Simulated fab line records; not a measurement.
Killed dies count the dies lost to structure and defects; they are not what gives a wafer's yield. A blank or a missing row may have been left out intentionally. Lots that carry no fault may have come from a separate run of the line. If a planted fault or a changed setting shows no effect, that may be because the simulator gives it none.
fab line records ; flow sky130
[record] lots = 6; wafers = 17; lastDay = 49
route steps=708 shown FIELD_ISO@6 PAD_OPEN@708
lots with no fault: from the same line, run without faults
startH: start of the lot's first displayed wafer, in hours after the record's first day ; waitH: hours elapsed since this lot's preceding step ; " same as the row above ; L1.1+2: a row that stands for several wafers ; - value missing, or start not given ; * or withheld: withheld ; < > ~ a bound
route shown NAME@n: names a module that has steps shown in the file, with the first one's number in the route ; usual: average and standard deviation across the fault-free wafers ; same: alike in all rows ; chamber/n: place in a boat ; sites: each site's reading ; _std_site: their standard deviation ; _edge_site: inner sites' mean taken away from outer sites' mean ; radiusMm: how far each site lies from the wafer's centre ; mask NAME#n: copy n ; behind: tool/chamber where the wafer was last shaped ; hold: why the lot went on hold/how many hours it stayed there/how the hold came to an end ; device: whichever transistor did not switch (one of n, p or np) ; end of line: at the end of the route, the tests of the same wafers ; a step without rows: its recipe alone ; killed: the dies lost at the first sort to structure and to defects; this is not the yield of the wafer ; map: dies across one wafer; x = killed, . = not, _ = none there
set.NAME: the setting as run; set.NAME@STEP: as run at that earlier step ; model.NAME: the simulator's own value behind a step, which no gauge read
certain route steps with their lots: each step a table, each wafer a row
services: the hour from which a tool's chamber was out of use, counted from the record's first day as startH (under 0 if before that day), plus the number of hours and why
[[steps]]
[step SKY_FIELD_ISO_DEHYDRATE_05]
[recipe] tempC = 200; timeS = 60
[step SKY_FIELD_ISO_HMDS_06]
[recipe] primeTimeS = 60; primeTempC = 120
[step SKY_FIELD_ISO_COAT_07]
[recipe] resist = BARC; tempC = withheld; timeS = withheld; spinRpm = 3000; resistThkNm = 60
[step SKY_FIELD_ISO_COAT_08]
[recipe] resist = KrF-thick; spinRpm = 3000; resistThkNm = 450
[step SKY_FIELD_ISO_SOFTBAKE_09]
[recipe] tempC = 100; timeS = 90; resist = KrF-thick
[step SKY_FIELD_ISO_EXPOSE_10]
[recipe] maskId = FOM; na = 0.68; sourceShape = annular; sigmaInner = 0.4; sigmaOuter = 0.8; targetCdNm = 150; doseMj = 28
[step SKY_FIELD_ISO_PEB_11]
[recipe] pebTempC = withheld; pebTimeS = withheld; resist = KrF-thick
[step SKY_FIELD_ISO_DEVELOP_12]
[recipe] developTimeS = 60; resist = KrF-thick; devTempC = 21
[step SKY_FIELD_ISO_CD_MEAS_13]
[recipe] targetCdNm = 150
[usual] cdNm = 150.2/1.6
lot.wafer;tool;chamber;startH;waitH;cdNm
L459.1;cdSem-01;-;38.34;-;150.6
L459.4;cdSem-01;-;38.34;-;149.1
L459.6;cdSem-01;-;38.34;-;150.2
L460.1;cdSem-01;-;45.03;-;152.7
L460.5;cdSem-01;-;45.03;-;152.0
L460.6;cdSem-01;-;45.03;-;151.3
L466.1;cdSem-01;-;71.38;-;151.7
L466.5;cdSem-01;-;71.38;-;152.1
L466.6;cdSem-01;-;71.38;-;153.0
L475.1;cdSem-02;-;116.78;-;150.1
L475.5;cdSem-02;-;116.78;-;150.2
L475.6;cdSem-02;-;116.78;-;148.9
L478.4;cdSem-02;-;133.27;-;147.9
L478.6;cdSem-02;-;133.27;-;149.8
L480.1;cdSem-01;-;142.01;-;149.2
L480.4;cdSem-01;-;142.01;-;150.3
L480.5;cdSem-01;-;142.01;-;148.4
[step SKY_FIELD_ISO_ETCH_14]
[recipe] chemistry = N2/H2; target = BARC; ionEnergyEv = 200; sourceW = 500; biasW = 100; pressureMtorr = 30; n2FlowSccm = 100; h2FlowSccm = 200; stopOn = SiO2; timeS = 45.9; targetDepthA = 600
[usual] drypumpMotorCurrentA = 5.7/0.52; h2FlowSccm = 200.1/0.58; oesProductAu = 0.855/0.005; runLengthS = 74.1/0.47; throttleValvePct = 13.224/0.0099
lot.wafer;tool;chamber;startH;waitH;drypumpMotorCurrentA;h2FlowSccm;oesProductAu;rfHoursCounterH;runLengthS;throttleValvePct
L459.1;rieDiel-04;2;38.46;0.1;5.5;200.3;0.850;72;74.1;13.223
L459.4;rieDiel-04;0;38.46;0.1;4.9;199.5;0.845;97;74.2;13.211
L459.6;rieDiel-04;0;38.46;0.1;4.9;198.9;0.851;-;74.0;13.220
L460.1;rieDiel-04;0;45.15;0.1;4.9;200.6;0.851;97;73.9;13.219
L460.5;rieDiel-04;3;45.15;0.1;6.3;200.4;0.859;-;73.9;13.219
L460.6;rieDiel-04;0;45.15;0.1;4.9;200.4;0.852;-;74.1;13.228
L466.1;rieDiel-03;0;71.50;0.1;5.5;201.4;0.845;3;74.4;13.240
L466.5;rieDiel-03;0;71.50;0.1;5.4;200.4;0.853;-;73.9;13.231
L466.6;rieDiel-03;3;71.50;0.1;5.5;201.2;0.856;-;74.1;13.217
L475.1;rieDiel-01;0;116.90;0.1;4.9;199.4;0.861;97;74.3;13.225
L475.5;rieDiel-01;3;116.90;0.1;5.9;200.0;0.858;-;73.9;13.195
L475.6;rieDiel-01;2;116.90;0.1;6.6;199.9;0.850;-;74.1;13.229
L478.4;rieDiel-01;2;133.33;0.0;6.5;200.1;0.853;58;74.5;13.200
L478.6;rieDiel-01;0;133.33;0.0;4.9;199.7;0.852;-;73.9;13.241
L480.1;rieDiel-04;1;142.13;0.1;5.4;199.9;0.851;41;74.4;13.228
L480.4;rieDiel-04;2;142.13;0.1;5.5;200.6;0.852;74;73.8;13.222
L480.5;rieDiel-04;1;142.13;0.1;5.4;199.7;0.860;-;74.8;13.228
[step SKY_FIELD_ISO_ETCH_15]
[recipe] chemistry = CHF3/O2; targetDepthNm = 180; stopOn = Si; sourceW = 600; biasW = 200; pressureMtorr = 40; chf3FlowSccm = 50; O2_flow_sccm = 5; timeS = 72
[usual] drypumpMotorCurrentA = 5.6/0.52; oesProductAu = 0.946/0.0073; runLengthS = 100.2/0.41; throttleValvePct = 8.843/0.0087
lot.wafer;tool;chamber;startH;waitH;drypumpMotorCurrentA;oesProductAu;rfHoursCounterH;runLengthS;throttleValvePct
L459.1;rieDiel-04;2;38.50;0.0;5.5;0.942;72;99.9;8.841
L459.4;rieDiel-04;0;38.50;0.0;4.9;0.941;97;99.9;8.840
L459.6;rieDiel-04;0;38.50;0.0;4.9;0.959;-;100.2;8.838
L460.1;rieDiel-04;0;45.19;0.0;4.9;0.946;97;100.5;8.847
L460.5;rieDiel-04;3;45.19;0.0;6.3;0.934;-;99.7;8.852
L460.6;rieDiel-04;0;45.19;0.0;4.9;0.943;-;100.0;8.849
L466.1;rieDiel-03;0;71.54;0.0;5.4;0.943;3;100.3;8.834
L466.5;rieDiel-03;0;71.54;0.0;5.4;0.925;-;100.8;8.839
L466.6;rieDiel-03;3;71.54;0.0;5.5;0.929;-;100.5;8.847
L475.1;rieDiel-01;0;116.94;0.0;4.9;0.949;97;99.9;8.845
L475.5;rieDiel-01;3;116.94;0.0;5.9;0.945;-;99.6;8.857
L475.6;rieDiel-01;2;116.94;0.0;6.5;0.939;-;100.4;8.841
L478.4;rieDiel-01;2;133.37;0.0;6.5;0.949;58;100.4;8.865
L478.6;rieDiel-01;0;133.37;0.0;4.8;0.949;-;100.6;8.843
L480.1;rieDiel-04;1;142.17;0.0;5.4;0.943;41;100.6;8.838
L480.4;rieDiel-04;2;142.17;0.0;5.5;0.944;74;99.8;8.848
L480.5;rieDiel-04;1;142.17;0.0;5.4;0.954;-;100.6;8.857
[step SKY_FIELD_ISO_STRIP_16]
[recipe] chemistry = O2/N2; powerW = 1400; pressureMtorr = 1500; platenTempC = withheld; o2FlowSccm = 3000; n2FlowSccm = 300; overashFraction = 0.5
[usual] drypumpMotorCurrentA = 5.8/0.45; oesProductAu = 0.378/0.0048; stripTimeToEndpointS = 3.544/0.025
[same] overashFraction = 0.5
lot.wafer;tool;chamber;startH;waitH;drypumpMotorCurrentA;oesProductAu;rfHoursCounterH;stripTimeToEndpointS
L459.1;plasmaAsher-01;1;38.56;0.0;6.0;0.372;37;3.582
L459.4;plasmaAsher-01;1;38.56;0.0;6.0;0.378;-;3.568
L459.6;plasmaAsher-01;1;38.56;0.0;6.0;0.376;-;3.518
L460.1;plasmaAsher-01;0;45.25;0.0;5.5;0.376;37;3.557
L460.5;plasmaAsher-01;1;45.25;0.0;6.0;0.380;-;3.536
L460.6;plasmaAsher-01;0;45.25;0.0;5.6;0.379;-;3.543
L466.1;plasmaAsher-04;0;71.60;0.0;5.3;0.371;28;3.524
L466.5;plasmaAsher-04;0;71.60;0.0;5.3;0.375;-;3.498
L466.6;plasmaAsher-04;1;71.60;0.0;5.8;0.368;-;3.532
L475.1;plasmaAsher-01;1;117.00;0.0;6.0;0.369;44;3.512
L475.5;plasmaAsher-01;1;117.00;0.0;6.0;0.383;-;3.539
L475.6;plasmaAsher-01;0;117.00;0.0;5.6;0.376;-;3.537
L478.4;plasmaAsher-04;0;133.46;0.1;5.3;0.375;-;3.528
L478.6;plasmaAsher-04;0;133.46;0.1;5.3;0.379;-;3.498
L480.1;plasmaAsher-04;0;142.23;0.0;5.3;0.376;36;3.554
L480.4;plasmaAsher-04;0;142.23;0.0;5.3;0.379;-;3.546
L480.5;plasmaAsher-04;0;142.23;0.0;5.3;0.383;-;3.570
[step SKY_FIELD_ISO_ETCH_17]
[recipe] targetDepthA = 3420; maskMaterial = Si3N4; chemistry = HBr/Cl2/O2; target = Si; taperDeg = 5; icpW = 600; biasW = 150; pressureMtorr = 15; HBr_flow_sccm = 150; Cl2_flow_sccm = 40; O2_flow_sccm = 6; timeS = 97.7
[usual] drypumpMotorCurrentA = 5.6/0.34; oesProductAu = 1.000/0.008; runLengthS = 126.0/0.4; throttleValvePct = 25.655/0.01
lot.wafer;tool;chamber;startH;waitH;drypumpMotorCurrentA;oesProductAu;rfHoursCounterH;runLengthS;throttleValvePct;model.FIELD_ISO.featureDepthNm;model.etch.depthNm
L459.1;rieSi-02;2;38.66;0.1;5.6;1.007;21;126.6;25.670;343.3;343.3
L459.4;rieSi-02;1;38.66;0.1;5.1;1.001;3;125.8;25.657;344.8;344.8
L459.6;rieSi-02;1;38.66;0.1;5.0;0.998;-;125.5;25.650;342.3;342.3
L460.1;rieSi-01;2;45.35;0.1;5.7;1.019;2;125.6;25.640;348.3;348.3
L460.5;rieSi-01;0;45.35;0.1;5.3;1.015;-;126.6;25.652;347.4;347.4
L460.6;rieSi-01;3;45.35;0.1;5.7;1.017;-;125.7;25.647;351.4;351.4
L466.1;rieSi-02;2;71.70;0.1;5.6;0.991;21;126.0;25.674;338.7;338.7
L466.5;rieSi-02;1;71.70;0.1;5.0;1.008;-;125.9;25.644;345.6;345.6
L466.6;rieSi-02;2;71.70;0.1;5.7;0.994;-;125.7;25.675;335.8;335.8
L475.1;rieSi-01;2;117.10;0.1;5.7;1.001;3;137.8;25.645;386.8;386.8
L475.5;rieSi-01;1;117.10;0.1;5.6;0.996;-;126.2;25.649;340.6;340.6
L475.6;rieSi-01;0;117.10;0.1;5.4;0.983;-;139.4;25.673;377.5;377.5
L478.4;rieSi-01;3;133.53;0.0;5.7;0.997;50;125.8;25.651;341.2;341.2
L478.6;rieSi-01;3;133.53;0.0;5.7;0.995;-;138.4;25.668;382;382
L480.1;rieSi-02;3;142.33;0.1;5.9;1.002;75;126.0;25.650;343.8;343.8
L480.4;rieSi-02;1;142.33;0.1;5.0;1.000;5;125.8;25.656;342.9;342.9
L480.5;rieSi-02;1;142.33;0.1;5.0;1.012;-;126.0;25.651;346;346
[step SKY_FIELD_ISO_WET_ETCH_18]
[recipe] chemistry = H3PO4; targetDepthNm = 25; tempC = 160; target = Si3N4; timeS = 286
[step SKY_PAD_OPEN_PROBE_99]
[usual] killed_at_M0_to_M3 = 43/7.3; killed_at_M4_up = 3.2/1.8; killedAtContacts = 24/5.8; killedAtFrontEnd = 16/4.5; killedAtOther = 0.3/0.53; killedDies = 87/9.9; killedOpen = 48/6.8; killedShort = 39/6.9
[same] grossDies = 492; killedAtBackSide = 0
lot.wafer;tool;chamber;startH;waitH;killed_at_M0_to_M3;killed_at_M4_up;killedAtContacts;killedAtFrontEnd;killedAtOther;killedDies;killedOpen;killedShort;model.etest.res_p_drift_20v.lineOhmUm;model.etest.res_p_drift_20v.rsOhmSq;model.etest.pfet_16v.rOnOhmUm;model.etest.resIsoPwell.rsOhmSq;model.etest.resIsoPwell.lineOhmUm;model.etest.nfet_16v.rOnOhmUm;model.etest.resNwell.lineOhmUm;model.etest.resNwell.rsOhmSq
L459.1;prober-02;-;1079.44;0.1;38;2;16;24;2;82;39;43;1.044e+04;8840;1.543e+04;3047;1162;1.366e+04;1244;1044
L459.4;prober-02;-;1079.59;0.2;38;2;37;9;0;86;48;38;1.062e+04;8826;1.549e+04;3082;1183;1.375e+04;1245;1059
L459.6;prober-02;-;1079.69;0.2;28;2;25;14;0;69;43;26;1.055e+04;8751;1.542e+04;3024;1148;1.374e+04;1242;1044
L460.1;prober-01;-;1092.89;0.1;38;0;19;21;0;78;45;33;1.156e+04;9831;1.517e+04;3189;1193;1.42e+04;1118;924.8
L460.5;prober-01;-;1093.09;0.2;46;5;24;23;1;99;48;51;1.16e+04;9696;1.507e+04;3160;1197;1.418e+04;1105;926.7
L460.6;prober-01;-;1093.14;0.2;41;1;24;18;0;84;53;31;1.185e+04;9880;1.526e+04;3234;1222;1.42e+04;1116;945.3
L466.1;prober-01;-;1122.33;0.1;47;3;26;12;1;89;45;44;9758;8242;1.524e+04;3170;1188;1.395e+04;1136;959.7
L466.5;prober-01;-;1122.53;0.2;44;4;30;19;0;97;50;47;1.012e+04;8415;1.541e+04;3312;1249;1.396e+04;1151;980.9
L466.6;prober-01;-;1122.58;0.2;39;4;22;20;0;85;50;35;9599;8100;1.502e+04;3083;1172;1.382e+04;1120;945.5
L475.1;prober-02;-;1168.05;0.1;38;2;27;15;0;82;47;35;1.856e+04;1.55e+04;1.75e+04;4178;1599;1.431e+04;1544;1296
L475.5;prober-02;-;1168.25;0.2;35;2;22;11;0;70;34;36;1.158e+04;9893;1.518e+04;2806;1052;1.377e+04;1238;1025
L475.6;prober-02;-;1168.30;0.2;49;2;22;13;0;86;52;34;1.574e+04;1.332e+04;1.689e+04;3661;1367;1.428e+04;1452;1204
L478.4;prober-01;-;1177.21;0.2;49;0;14;13;0;76;34;42;1.287e+04;1.069e+04;1.511e+04;3218;1232;1.409e+04;1084;915.2
L478.6;prober-01;-;1177.31;0.2;43;5;27;11;0;86;42;44;2.036e+04;1.704e+04;1.837e+04;5205;1980;1.433e+04;1244;1083
L480.1;prober-01;-;1184.83;0.1;39;0;35;15;0;89;49;40;1.102e+04;9221;1.552e+04;3090;1164;1.441e+04;1115;936.6
L480.4;prober-01;-;1184.98;0.2;56;1;17;19;0;93;54;39;1.095e+04;9204;1.537e+04;3041;1146;1.422e+04;1098;931.1
L480.5;prober-01;-;1185.03;0.2;48;2;26;15;0;91;52;39;1.126e+04;9292;1.553e+04;3141;1197;1.425e+04;1117;941.4
// killed by level:class
L459.1 VIA2:geometricParticle:open=7 FIELD_ISO:geometricParticle:open=6 FIELD_ISO:geometricParticle:short=6 VIA2:geometricParticle:short=5 POLY_GATE:geometricParticle:short=5 CONTACT:geometricParticle:open=5 METAL1:geometricParticle:short=5 VIA3:geometricParticle:open=5
L459.4 LI_CONTACT:geometricParticle:open=12 VIA1:geometricParticle:open=11 CONTACT:geometricParticle:short=10 CONTACT:geometricParticle:open=9 VIA3:geometricParticle:open=5 VIA2:geometricParticle:short=4 FIELD_ISO:geometricParticle:short=3 LI_CONTACT:geometricParticle:short=3
L459.6 LI_CONTACT:geometricParticle:open=9 CONTACT:geometricParticle:open=6 VIA1:geometricParticle:open=6 VIA2:geometricParticle:open=6 FIELD_ISO:geometricParticle:short=5 METAL2:geometricParticle:short=5 LI_CONTACT:geometricParticle:short=4 CONTACT:geometricParticle:short=4
L460.1 VIA1:geometricParticle:open=11 CONTACT:geometricParticle:open=10 FIELD_ISO:geometricParticle:short=7 LI_CONTACT:geometricParticle:open=5 METAL1:geometricParticle:short=5 VIA1:geometricParticle:short=5 METAL2:geometricParticle:short=5 FIELD_ISO:geometricParticle:open=4
L460.5 VIA2:geometricParticle:open=10 VIA1:geometricParticle:open=9 FIELD_ISO:geometricParticle:short=7 LI_CONTACT:geometricParticle:open=7 VIA1:geometricParticle:short=6 CONTACT:geometricParticle:open=5 VIA3:geometricParticle:short=5 POLY_GATE:geometricParticle:short=4
L460.6 VIA1:geometricParticle:open=12 CONTACT:geometricParticle:open=8 VIA2:geometricParticle:open=6 VIA3:geometricParticle:open=6 FIELD_ISO:geometricParticle:open=5 POLY_GATE:geometricParticle:short=5 POLY_GATE:geometricParticle:open=5 LI_CONTACT:geometricParticle:open=5
L466.1 VIA3:geometricParticle:open=9 VIA1:geometricParticle:open=9 CONTACT:geometricParticle:open=8 VIA1:geometricParticle:short=7 LI_CONTACT:geometricParticle:open=6 LOCAL_INTERCONNECT:geometricParticle:short=6 METAL1:geometricParticle:short=5 METAL2:geometricParticle:short=5
L466.5 LI_CONTACT:geometricParticle:open=11 VIA1:geometricParticle:open=9 CONTACT:geometricParticle:open=7 METAL1:geometricParticle:short=6 VIA3:geometricParticle:open=6 FIELD_ISO:geometricParticle:open=5 POLY_GATE:geometricParticle:short=5 FIELD_ISO:geometricParticle:short=4
L466.6 CONTACT:geometricParticle:open=11 VIA1:geometricParticle:open=8 VIA3:geometricParticle:open=7 VIA2:geometricParticle:open=7 POLY_GATE:geometricParticle:open=6 LI_CONTACT:geometricParticle:short=4 LI_CONTACT:geometricParticle:open=4 METAL2:geometricParticle:short=4
L475.1 CONTACT:geometricParticle:open=9 VIA1:geometricParticle:open=8 FIELD_ISO:geometricParticle:short=5 LI_CONTACT:geometricParticle:open=5 LOCAL_INTERCONNECT:geometricParticle:short=5 CONTACT:geometricParticle:short=5 METAL2:geometricParticle:short=5 VIA3:geometricParticle:open=5
L475.5 VIA1:geometricParticle:open=8 CONTACT:geometricParticle:open=6 VIA1:geometricParticle:short=6 VIA2:geometricParticle:open=6 LI_CONTACT:geometricParticle:open=5 LOCAL_INTERCONNECT:geometricParticle:short=5 FIELD_ISO:geometricParticle:open=4 CONTACT:geometricParticle:short=4
L475.6 VIA3:geometricParticle:open=14 VIA1:geometricParticle:open=10 CONTACT:geometricParticle:open=10 LI_CONTACT:geometricParticle:open=4 VIA1:geometricParticle:short=4 VIA3:geometricParticle:short=4 FIELD_ISO:geometricParticle:short=3 POLY_GATE:geometricParticle:short=3
L478.4 METAL2:geometricParticle:short=10 METAL1:geometricParticle:short=8 VIA1:geometricParticle:open=7 VIA3:geometricParticle:open=5 VIA2:geometricParticle:open=5 FIELD_ISO:geometricParticle:short=4 LOCAL_INTERCONNECT:geometricParticle:short=4 CONTACT:geometricParticle:open=4
L478.6 VIA1:geometricParticle:open=11 CONTACT:geometricParticle:open=7 METAL1:geometricParticle:short=7 METAL2:geometricParticle:short=7 LI_CONTACT:geometricParticle:short=6 LOCAL_INTERCONNECT:geometricParticle:short=6 VIA2:geometricParticle:open=5 METAL3:geometricParticle:short=5
L480.1 CONTACT:geometricParticle:open=12 VIA1:geometricParticle:open=10 LI_CONTACT:geometricParticle:open=8 METAL2:geometricParticle:short=8 LOCAL_INTERCONNECT:geometricParticle:short=7 CONTACT:geometricParticle:short=7 POLY_GATE:geometricParticle:open=5 VIA2:geometricParticle:open=4
L480.4 VIA1:geometricParticle:open=15 VIA3:geometricParticle:open=12 FIELD_ISO:geometricParticle:short=6 FIELD_ISO:geometricParticle:open=6 VIA1:geometricParticle:short=6 VIA2:geometricParticle:open=6 LOCAL_INTERCONNECT:geometricParticle:short=5 CONTACT:geometricParticle:open=5
L480.5 VIA1:geometricParticle:open=12 LI_CONTACT:geometricParticle:open=7 CONTACT:geometricParticle:open=7 VIA3:geometricParticle:short=7 VIA2:geometricParticle:open=6 POLY_GATE:geometricParticle:open=4 LI_CONTACT:geometricParticle:short=4 METAL1:geometricParticle:open=4
[[services]]
tool;chamber;startH;hours;kind
rieDiel-04;3;16.85;8.3;repair
rieSi-01;-;20.01;2.8;pm
rieSi-01;2;45.95;6.4;repair
rieDiel-04;3;65.17;51.6;repair
rieDiel-03;-;111.67;0.5;repair
rieDiel-03;1;117.29;8.2;repair
rieDiel-04;1;120.47;9.4;repair
rieDiel-03;-;121.30;0.4;repair
[[key]]
[firstSign] step = SKY_FIELD_ISO_ETCH_17; reading = runLengthS; direction = up; sigmas = 32; usual = *; struck = *
effect none on later readings
[modelEffect] step = SKY_FIELD_ISO_ETCH_17; value = FIELD_ISO.featureDepthNm; without = 339.8; struck = 382.1
[modelEffect] step = SKY_PAD_OPEN_PROBE_99; value = etest.res_p_drift_20v.lineOhmUm; without = 1.212e+04; struck = 1.822e+04
metAt SKY_FIELD_ISO_ETCH_17
struckWafers L475.1,L475.6,L478.6
testerLeftOut L475,L478
onsetBetween 45.35 117.10
[fault] kind = processParameterDrift; tool = rieSi-01; chamber = -; onsetH = 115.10; steps = SKY_FIELD_ISO_ETCH_17; channel = timeS; offset = *; shape = step; endH = 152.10; scope = struckWafersOnly; actsIn = *; stated = *
// testerLeftOut: of these lots the tester's yield and bins aren't shown, on N5 and GAA mostly nor the transistor test; their killed dies are dies lost to structure and defects alone, not to doping, threshold or leakage, so they don't give the yield
